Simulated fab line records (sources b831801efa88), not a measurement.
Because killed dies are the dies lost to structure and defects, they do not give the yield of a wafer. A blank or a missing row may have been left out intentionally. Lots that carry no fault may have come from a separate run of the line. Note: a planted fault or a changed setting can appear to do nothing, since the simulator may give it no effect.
fab line records	flow sky130
record: lots: 12	wafers: 36	last-day: 50
route steps=708 shown VIA1@471 VIA2@507 PAD_OPEN@708
lots that met no fault: from a run of the same line without faults
start-h: hours from the record's first day to the start of the lot's first wafer shown	wait-h: hours from the lot's prior step to this one	" as in the row above	L1.1+2: several wafers, shown together as one row	- no value, or no start given	* or withheld: withheld	< > ~ a bound
route shown NAME@n: a module of which the file shows steps, and the number in the route of the first	usual: average and standard deviation across the fault-free wafers	same: alike in all rows	chamber/n: place in a boat	sites: each site's reading	_std_site: their standard deviation	_edge_site: the outer-site mean with the inner-site mean subtracted	radius-mm: how far each site lies from the wafer's centre	mask NAME#n: copy n	behind: tool/chamber where the wafer was last shaped	hold: cause of the lot's hold/its duration in hours/its outcome	device: whichever transistor did not switch (one of n, p or np)	end of line: at the end of the route, the tests of the same wafers	a step without rows: its recipe alone	killed: not the wafer's yield, but the dies lost to structure and defects at the first sort	map: a wafer's dies, marking killed ones x, the rest . and places with no die _
set.NAME: the setting as run; set.NAME@STEP: as run at that earlier step	model.NAME: the simulator's own value behind a step, which no gauge read
one table for each step of the route and one row for each wafer, over a sample of lots
services: from which hour (start-h, from the record's first day; less than 0 if before it) a tool's chamber was out of use, for how many hours, and why
== steps ==
step: SKY_VIA1_OVL_MEAS_13
usual: VIA1_OVL: 0/5
lot.wafer	tool	chamber	start-h	wait-h	VIA1_OVL[nm]
L770.1	overlay-01	-	801.83	0.1	3
L770.2	"	-	"	"	7
L770.3	"	-	"	"	-1
L773.1	overlay-01	-	811.52	0.1	-12
L773.4	"	-	"	"	-11
L773.5	"	-	"	"	-5
L774.2	overlay-01	-	816.02	0.1	-4
L774.4	"	-	"	"	0
L774.6	"	-	"	"	2
L776.2	overlay-01	-	836.88	0.1	-10
L776.3	"	-	"	"	-3
L776.6	"	-	"	"	-10
L777.2	overlay-01	-	847.88	0.1	-9
L777.3	"	-	"	"	-8
L777.4	"	-	"	"	-5
L778.2	overlay-01	-	849.52	0.1	10
L778.3	"	-	"	"	4
L778.4	"	-	"	"	9
L779.4	overlay-01	-	861.83	0.1	12
L779.5	"	-	"	"	4
L779.6	"	-	"	"	3
L787.2	overlay-02	-	920.29	0.1	1
L787.3	"	-	"	"	2
L787.6	"	-	"	"	2
L788.3	overlay-01	-	928.15	0.1	4
L788.4	"	-	"	"	0
L788.6	"	-	"	"	0
L789.2	overlay-01	-	933.34	0.1	-1
L789.5	"	-	"	"	-2
L789.6	"	-	"	"	5
L790.1	overlay-02	-	934.77	0.1	-4
L790.5	"	-	"	"	-1
L790.6	"	-	"	"	5
L792.1	overlay-02	-	951.69	0.1	-1
L792.2	"	-	"	"	1
L792.4	"	-	"	"	4
step: SKY_VIA1_RS_MEAS_22
recipe: thk-meas-gauge: four-point-probe	reads: W_of_VIA1_CVD_21+TiN_of_VIA1_SPUTTER_20
usual: VIA1_W_RS: 0.429/0.0042
lot.wafer	tool	chamber	start-h	wait-h	VIA1_W_RS[ohm/sq]
L770.1	film-metro-03	-	802.72	0.1	0.429
L770.2	"	-	"	"	0.420
L770.3	"	-	"	"	0.421
L773.1	film-metro-03	-	812.40	0.1	0.429
L773.4	"	-	"	"	0.431
L773.5	"	-	"	"	0.430
L774.2	film-metro-03	-	816.90	0.1	0.423
L774.4	"	-	"	"	0.421
L774.6	"	-	"	"	0.422
L776.2	film-metro-02	-	837.83	0.1	0.426
L776.3	"	-	"	"	0.433
L776.6	"	-	"	"	0.432
L777.2	film-metro-02	-	848.77	0.1	0.434
L777.3	"	-	"	"	0.427
L777.4	"	-	"	"	0.435
L778.2	film-metro-02	-	850.40	0.1	0.427
L778.3	"	-	"	"	0.426
L778.4	"	-	"	"	0.426
L779.4	film-metro-02	-	862.80	0.1	0.422
L779.5	"	-	"	"	0.423
L779.6	"	-	"	"	0.420
L787.2	film-metro-03	-	921.18	0.1	0.428
L787.3	"	-	"	"	0.431
L787.6	"	-	"	"	0.434
L788.3	film-metro-03	-	929.17	0.1	0.435
L788.4	"	-	"	"	0.431
L788.6	"	-	"	"	0.428
L789.2	film-metro-02	-	934.31	0.1	0.431
L789.5	"	-	"	"	0.432
L789.6	"	-	"	"	0.425
L790.1	film-metro-02	-	935.68	0.1	0.427
L790.5	"	-	"	"	0.427
L790.6	"	-	"	"	0.425
L792.1	film-metro-04	-	952.56	0.1	0.438
L792.2	"	-	"	"	0.430
L792.4	"	-	"	"	0.432
step: SKY_VIA2_HDPCVD_00
recipe: material: SiO2	target-thk-nm: 1180	sigma-open-frac: 0.3	time-s: 196.7	temp-c: 400	sih4-flow-sccm: 60	pressure-mtorr: 6
lot.wafer	tool	chamber	start-h	wait-h
L770.1+2+3	hdpcvd-02	2,1,0	830.69	0.0
L773.1+4+5	hdpcvd-01	1,2,0	839.82	0.0
L774.2+4+6	hdpcvd-01	1,0,1	843.35	0.0
L776.2+3+6	hdpcvd-02	0,2,1	866.11	0.0
L777.2+3+4	hdpcvd-02	0,1,1	876.06	0.0
L778.2+3+4	hdpcvd-01	1,2,1	877.80	0.0
L779.4+5+6	hdpcvd-01	0,1,2	890.37	0.1
L787.2+3+6	hdpcvd-02	1,0,2	947.58	0.0
L788.3+4+6	hdpcvd-01	1,1,2	955.50	0.0
L789.2+5+6	hdpcvd-01	2,2,1	960.50	0.0
L790.1+5+6	hdpcvd-01	1,1,0	961.31	0.0
L792.1+2+4	hdpcvd-02	2,1,0	977.64	0.0
step: SKY_VIA2_THK_MEAS_01
recipe: reads: SiO2_of_VIA2_HDPCVD_00
usual: VIA2_HDPCVD_THK: 1182/15
lot.wafer	tool	chamber	start-h	wait-h	VIA2_HDPCVD_THK[nm]
L770.1	film-metro-03	-	830.81	0.1	1179
L770.2	"	-	"	"	1190
L770.3	"	-	"	"	1159
L773.1	film-metro-03	-	839.95	0.1	1168
L773.4	"	-	"	"	1160
L773.5	"	-	"	"	1186
L774.2	film-metro-03	-	843.48	0.1	1177
L774.4	"	-	"	"	1195
L774.6	"	-	"	"	1176
L776.2	film-metro-02	-	866.24	0.1	1180
L776.3	"	-	"	"	1186
L776.6	"	-	"	"	1201
L777.2	film-metro-02	-	876.19	0.1	1158
L777.3	"	-	"	"	1176
L777.4	"	-	"	"	1175
L778.2	film-metro-03	-	877.93	0.1	1805
L778.3	"	-	"	"	1164
L778.4	"	-	"	"	1789
L779.4	film-metro-02	-	890.46	0.0	1823
L779.5	"	-	"	"	1168
L779.6	"	-	"	"	1817
L787.2	film-metro-01	-	947.72	0.1	1193
L787.3	"	-	"	"	1169
L787.6	"	-	"	"	1185
L788.3	film-metro-03	-	955.65	0.1	1163
L788.4	"	-	"	"	1159
L788.6	"	-	"	"	1161
L789.2	film-metro-02	-	960.64	0.1	1180
L789.5	"	-	"	"	1176
L789.6	"	-	"	"	1186
L790.1	film-metro-02	-	961.44	0.1	1172
L790.5	"	-	"	"	1167
L790.6	"	-	"	"	1194
L792.1	film-metro-01	-	977.76	0.1	1181
L792.2	"	-	"	"	1183
L792.4	"	-	"	"	1180
step: SKY_VIA2_CMP_02
recipe: material: SiO2	down-force-psi: 4	platen-rpm: 60	pad-velocity-m-s: 0.94248
usual: motor-current-A: 11.8/1.2
lot.wafer	tool	chamber	start-h	wait-h	motor-current-A
L770.1	cmp-01	3	830.92	0.1	13.8
L770.2	"	0	"	"	13.3
L770.3	"	1	"	"	10.5
L773.1	cmp-02	3	840.01	0.1	11.0
L773.4	"	2	"	"	11.8
L773.5	"	3	"	"	11.0
L774.4	cmp-01	2	843.53	0.0	10.9
L774.2	"	1	"	"	10.3
L774.6	"	2	"	"	10.9
L776.3	cmp-02	1	866.29	0.0	11.3
L776.2	"	2	"	"	11.7
L776.6	"	2	"	"	12.6
L777.3	cmp-01	2	876.24	0.0	10.4
L777.4	"	3	"	"	13.5
L777.2	"	0	"	"	13.2
L778.3	cmp-01	1	877.98	0.0	9.8
L778.4	"	2	"	"	11.3
L778.2	"	0	"	"	13.2
L779.4	cmp-01	1	890.59	0.1	10.6
L779.6	"	3	"	"	13.4
L779.5	"	0	"	"	13.5
L787.2	cmp-01	3	947.77	0.0	13.4
L787.3	"	0	"	"	13.4
L787.6	"	3	"	"	14.1
L788.3	cmp-01	2	955.79	0.1	10.6
L788.4	"	3	"	"	13.9
L788.6	"	1	"	"	10.8
L789.2	cmp-02	3	960.84	0.2	10.8
L789.6	"	0	"	"	11.1
L789.5	"	1	"	"	12.0
L790.1	cmp-02	2	961.65	0.2	12.6
L790.6	"	3	"	"	11.1
L790.5	"	0	"	"	10.8
L792.4	cmp-02	3	977.82	0.0	10.9
L792.2	"	1	"	"	11.3
L792.1	"	2	"	"	12.0
step: SKY_PAD_OPEN_PROBE_99
usual: defect-limited-yield: 82.3/1.9	killed_at_M0_to_M3: 44/6.9	killed_at_M4_up: 3.3/2.1	killed-at-contacts: 24/4.8	killed-at-front-end: 15/4.4	killed-at-other: 0.2/0.48	killed-dies: 87/9.5	killed-open: 48/6.5	killed-short: 39/6.3	sort_bin_3_pad_short: 0.9/0.48	sort_bin_5_function: 10.5/1.5	sort_bin_6_memory: 6.3/1.1	sort-n-pass: 405/9.5	sort-yield-pct: 82.3/1.9
same: gross-dies: 492	killed-at-back-side: 0	sort_bin_4_leakage[%]: 0	sort_bin_8_speed[%]: 0
lot.wafer	tool	chamber	start-h	wait-h	defect-limited-yield[%]	killed_at_M0_to_M3	killed_at_M4_up	killed-at-contacts	killed-at-front-end	killed-at-other	killed-dies	killed-open	killed-short	sort_bin_3_pad_short[%]	sort_bin_5_function[%]	sort_bin_6_memory[%]	sort-n-pass	sort-yield-pct[%]
L770.1	prober-01	-	1084.53	0.1	79.7	57	4	24	15	0	100	48	52	1.2	10.6	8.5	392	79.7
L770.2	prober-01	-	1084.58	0.1	82.3	38	4	30	14	1	87	49	38	1.2	9.6	6.9	405	82.3
L770.3	prober-01	-	1084.63	0.2	81.9	53	6	18	11	1	89	41	48	2.2	10.6	5.3	403	81.9
L773.1	prober-01	-	1089.40	0.1	86.6	32	3	18	13	0	66	39	27	0.4	8.3	4.7	426	86.6
L773.4	prober-01	-	1089.55	0.2	85.8	44	3	15	8	0	70	41	29	1.0	8.5	4.7	422	85.8
L773.5	prober-01	-	1089.60	0.2	78.0	56	9	24	19	0	108	53	55	0.8	12.8	8.3	384	78.0
L777.2	prober-01	-	1118.27	0.1	82.1	46	2	28	12	0	88	49	39	0.6	11.0	6.3	404	82.1
L777.3	prober-01	-	1118.32	0.2	83.7	42	1	19	17	1	80	50	30	0.4	10.4	5.5	412	83.7
L777.4	prober-01	-	1118.37	0.2	81.9	44	3	28	14	0	89	53	36	0.8	9.6	7.7	403	81.9
L779.4	prober-01	-	1127.97	0.2	79.3	59	4	26	12	1	102	54	48	1.0	11.4	8.3	390	79.3
L779.5	prober-01	-	1128.02	0.2	81.3	55	2	22	13	0	92	59	33	1.0	9.1	8.5	400	81.3
L779.6	prober-01	-	1128.07	0.2	78.9	60	1	30	13	0	104	56	48	0.8	13.6	6.7	388	78.9
L788.3	prober-02	-	1176.62	0.2	83.1	34	5	27	17	0	83	44	39	1.0	8.1	7.7	409	83.1
L788.4	prober-02	-	1176.67	0.2	82.9	39	7	20	17	1	84	53	30	0.4	9.1	7.5	408	82.9
L788.6	prober-02	-	1176.77	0.2	80.9	53	3	21	17	0	94	48	46	0.8	11.2	7.1	398	80.9
L790.1	prober-02	-	1180.00	0.1	82.9	46	2	16	19	1	84	46	38	0.6	9.1	7.3	408	82.9
L790.5	prober-02	-	1180.20	0.2	82.9	38	2	23	21	0	84	53	31	0.6	10.2	6.3	408	82.9
L790.6	prober-02	-	1180.25	0.2	80.9	42	1	33	17	1	94	42	52	0.4	11.0	7.7	398	80.9
L789.2	prober-01	-	1180.04	0.1	80.9	45	3	25	20	1	94	53	41	0.8	11.6	6.7	398	80.9
L789.5	prober-01	-	1180.19	0.2	81.5	57	2	19	13	0	91	51	40	1.0	9.1	8.3	401	81.5
L789.6	prober-01	-	1180.24	0.2	80.9	48	5	22	19	0	94	53	41	0.6	11.8	6.7	398	80.9
L792.1	prober-02	-	1191.25	0.1	83.5	42	4	21	14	0	81	46	35	0.4	10.4	5.7	411	83.5
L792.2	prober-02	-	1191.30	0.1	84.3	42	5	21	9	0	77	37	40	0.8	8.3	6.5	415	84.3
L792.4	prober-02	-	1191.40	0.2	80.7	46	2	30	17	0	95	58	37	0.2	12.0	7.1	397	80.7
killed by level:class
L770.1 VIA1:geometric-particle:open=12 METAL1:geometric-particle:short=8 VIA3:geometric-particle:open=7 LI_CONTACT:geometric-particle:open=6 CONTACT:geometric-particle:short=6 VIA1:geometric-particle:short=6 CONTACT:geometric-particle:open=6 METAL2:geometric-particle:short=6
L770.2 CONTACT:geometric-particle:open=12 LI_CONTACT:geometric-particle:open=10 VIA1:geometric-particle:open=9 VIA3:geometric-particle:short=6 FIELD_ISO:geometric-particle:short=4 VIA1:geometric-particle:short=4 VIA3:geometric-particle:open=4 METAL2:geometric-particle:short=4
L770.3 VIA1:geometric-particle:open=14 VIA1:geometric-particle:short=8 CONTACT:geometric-particle:open=7 METAL1:geometric-particle:short=7 METAL2:geometric-particle:short=7 FIELD_ISO:geometric-particle:short=6 LI_CONTACT:geometric-particle:open=5 VIA2:geometric-particle:open=5
L773.1 VIA1:geometric-particle:open=13 LI_CONTACT:geometric-particle:open=9 CONTACT:geometric-particle:open=5 POLY_GATE:geometric-particle:short=4 POLY_GATE:geometric-particle:open=4 VIA1:geometric-particle:short=4 VIA2:geometric-particle:open=3 FIELD_ISO:geometric-particle:short=2
L773.4 VIA1:geometric-particle:open=13 CONTACT:geometric-particle:open=7 VIA3:geometric-particle:open=7 METAL2:geometric-particle:short=6 CONTACT:geometric-particle:short=5 VIA2:geometric-particle:open=5 VIA1:geometric-particle:short=4 VIA3:geometric-particle:short=4
L773.5 VIA1:geometric-particle:open=15 LI_CONTACT:geometric-particle:open=9 VIA1:geometric-particle:short=9 METAL4:geometric-particle:short=9 VIA2:geometric-particle:open=8 FIELD_ISO:geometric-particle:short=7 CONTACT:geometric-particle:short=7 CONTACT:geometric-particle:open=7
L777.2 CONTACT:geometric-particle:open=16 VIA1:geometric-particle:open=11 METAL1:geometric-particle:short=10 CONTACT:geometric-particle:short=6 VIA3:geometric-particle:short=5 FIELD_ISO:geometric-particle:short=4 POLY_GATE:geometric-particle:open=4 VIA1:geometric-particle:short=4
L777.3 VIA1:geometric-particle:open=12 VIA2:geometric-particle:open=11 CONTACT:geometric-particle:open=6 METAL2:geometric-particle:short=6 CONTACT:geometric-particle:short=5 VIA3:geometric-particle:open=5 POLY_GATE:geometric-particle:short=4 LI_CONTACT:geometric-particle:open=4
L777.4 CONTACT:geometric-particle:open=12 VIA1:geometric-particle:open=12 METAL1:geometric-particle:short=9 LI_CONTACT:geometric-particle:open=6 VIA2:geometric-particle:open=6 FIELD_ISO:geometric-particle:open=4 CONTACT:geometric-particle:short=4 METAL2:geometric-particle:short=4
L779.4 VIA1:geometric-particle:open=21 CONTACT:geometric-particle:open=9 CONTACT:geometric-particle:short=8 FIELD_ISO:geometric-particle:open=7 VIA1:geometric-particle:short=7 METAL1:geometric-particle:short=6 LI_CONTACT:geometric-particle:open=5 VIA2:geometric-particle:short=5
L779.5 VIA3:geometric-particle:open=14 LI_CONTACT:geometric-particle:open=12 VIA1:geometric-particle:open=11 VIA3:geometric-particle:short=9 VIA2:geometric-particle:open=7 FIELD_ISO:geometric-particle:open=5 METAL2:geometric-particle:short=3 METAL1:geometric-particle:short=3
L779.6 VIA1:geometric-particle:open=12 CONTACT:geometric-particle:open=9 LI_CONTACT:geometric-particle:open=9 VIA3:geometric-particle:open=9 VIA1:geometric-particle:short=9 VIA2:geometric-particle:open=9 METAL1:geometric-particle:short=6 LOCAL_INTERCONNECT:geometric-particle:short=5
L788.3 CONTACT:geometric-particle:open=10 CONTACT:geometric-particle:short=9 VIA2:geometric-particle:open=7 METAL2:geometric-particle:short=6 FIELD_ISO:geometric-particle:open=5 VIA1:geometric-particle:open=5 METAL1:geometric-particle:short=5 POLY_GATE:geometric-particle:short=4
L788.4 VIA1:geometric-particle:open=11 CONTACT:geometric-particle:open=7 POLY_GATE:geometric-particle:open=6 VIA2:geometric-particle:open=6 FIELD_ISO:geometric-particle:open=5 LOCAL_INTERCONNECT:geometric-particle:short=5 VIA3:geometric-particle:open=5 LI_CONTACT:geometric-particle:open=4
L788.6 VIA2:geometric-particle:open=10 CONTACT:geometric-particle:open=8 VIA1:geometric-particle:open=8 METAL1:geometric-particle:short=7 VIA3:geometric-particle:open=7 FIELD_ISO:geometric-particle:open=6 VIA3:geometric-particle:short=6 CONTACT:geometric-particle:short=5
L790.1 VIA1:geometric-particle:open=11 CONTACT:geometric-particle:open=10 METAL2:geometric-particle:short=7 VIA2:geometric-particle:open=7 FIELD_ISO:geometric-particle:short=5 LI_CONTACT:geometric-particle:open=5 VIA3:geometric-particle:open=5 POLY_GATE:geometric-particle:short=4
L789.2 CONTACT:geometric-particle:open=12 VIA1:geometric-particle:open=12 VIA2:geometric-particle:open=7 FIELD_ISO:geometric-particle:short=6 POLY_GATE:geometric-particle:short=5 VIA2:geometric-particle:short=5 POLY_GATE:geometric-particle:open=4 VIA3:geometric-particle:open=4
L789.5 VIA1:geometric-particle:open=15 VIA2:geometric-particle:open=8 VIA1:geometric-particle:short=7 LI_CONTACT:geometric-particle:open=7 METAL2:geometric-particle:short=7 METAL1:geometric-particle:short=6 CONTACT:geometric-particle:short=6 VIA3:geometric-particle:open=6
L790.5 CONTACT:geometric-particle:open=11 VIA1:geometric-particle:open=11 FIELD_ISO:geometric-particle:open=7 METAL1:geometric-particle:short=6 VIA3:geometric-particle:open=6 LI_CONTACT:geometric-particle:open=5 POLY_GATE:geometric-particle:open=5 VIA2:geometric-particle:open=5
L789.6 VIA3:geometric-particle:open=12 CONTACT:geometric-particle:open=10 VIA1:geometric-particle:open=10 VIA1:geometric-particle:short=9 LI_CONTACT:geometric-particle:open=6 FIELD_ISO:geometric-particle:open=4 POLY_GATE:geometric-particle:open=4 POLY_GATE:geometric-particle:short=4
L790.6 LI_CONTACT:geometric-particle:open=11 VIA1:geometric-particle:short=7 CONTACT:geometric-particle:short=7 CONTACT:geometric-particle:open=7 VIA1:geometric-particle:open=7 POLY_GATE:geometric-particle:short=6 LOCAL_INTERCONNECT:geometric-particle:short=6 METAL1:geometric-particle:short=6
L792.1 VIA1:geometric-particle:open=9 CONTACT:geometric-particle:open=7 VIA3:geometric-particle:open=6 VIA2:geometric-particle:open=6 LI_CONTACT:geometric-particle:open=6 LOCAL_INTERCONNECT:geometric-particle:short=4 VIA1:geometric-particle:short=4 FIELD_ISO:geometric-particle:open=3
L792.2 VIA1:geometric-particle:open=9 METAL2:geometric-particle:short=5 LI_CONTACT:geometric-particle:short=5 LOCAL_INTERCONNECT:geometric-particle:short=5 CONTACT:geometric-particle:open=5 METAL3:geometric-particle:short=5 METAL4:geometric-particle:short=5 LI_CONTACT:geometric-particle:open=4
L792.4 LI_CONTACT:geometric-particle:open=14 VIA1:geometric-particle:open=12 CONTACT:geometric-particle:open=7 VIA1:geometric-particle:short=6 POLY_GATE:geometric-particle:open=5 FIELD_ISO:geometric-particle:open=4 METAL1:geometric-particle:short=4 VIA2:geometric-particle:short=4
== services ==
tool	chamber	start-h	hours	kind
cmp-01	-	814.98	0.9	repair
cmp-01	-	844.22	3.2	pm
cmp-02	-	857.00	0.8	repair
hdpcvd-01	-	864.27	3.1	repair
hdpcvd-02	-	900.55	1.0	repair
cmp-02	-	912.00	4.0	pm
cmp-02	-	916.00	-	consumable-replace:conditioner
cmp-02	-	916.00	-	consumable-replace:pad
hdpcvd-01	-	921.17	14.6	pm
hdpcvd-01	-	936.11	0.2	repair
hdpcvd-01	0	945.97	5.0	repair
hdpcvd-02	-	950.25	15.0	pm
hdpcvd-02	0	950.25	15.0	vent-cycle
hdpcvd-02	1	950.25	18.2	vent-cycle
hdpcvd-02	2	950.25	15.0	vent-cycle
hdpcvd-02	1	963.63	4.8	repair
hdpcvd-02	0	965.25	-	clean
hdpcvd-02	1	965.25	-	clean
hdpcvd-02	2	965.25	-	clean
== key ==
first-sign: step: SKY_VIA2_THK_MEAS_01	reading: VIA2_HDPCVD_THK	direction: up	sigmas: 43	usual: 1182	struck: 1809
effect none on later readings
met-at SKY_VIA2_HDPCVD_00
struck-lots L778,L779
struck-wafers L778.2,L778.4,L779.4,L779.6
not-acting-at SKY_VIA1_OVL_MEAS_13,SKY_VIA1_RS_MEAS_22,SKY_VIA2_CMP_02
onset-between 843.35 877.80
fault: kind: process-parameter-drift	tool: hdpcvd-01	chamber: -	onset-h: 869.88	steps: SKY_VIA2_HDPCVD_00	channel: target-thk-nm	offset: 640.48	shape: step	end-h: 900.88	scope: struck-wafers-only	acts-in: these-recipes-only	stated: 1180
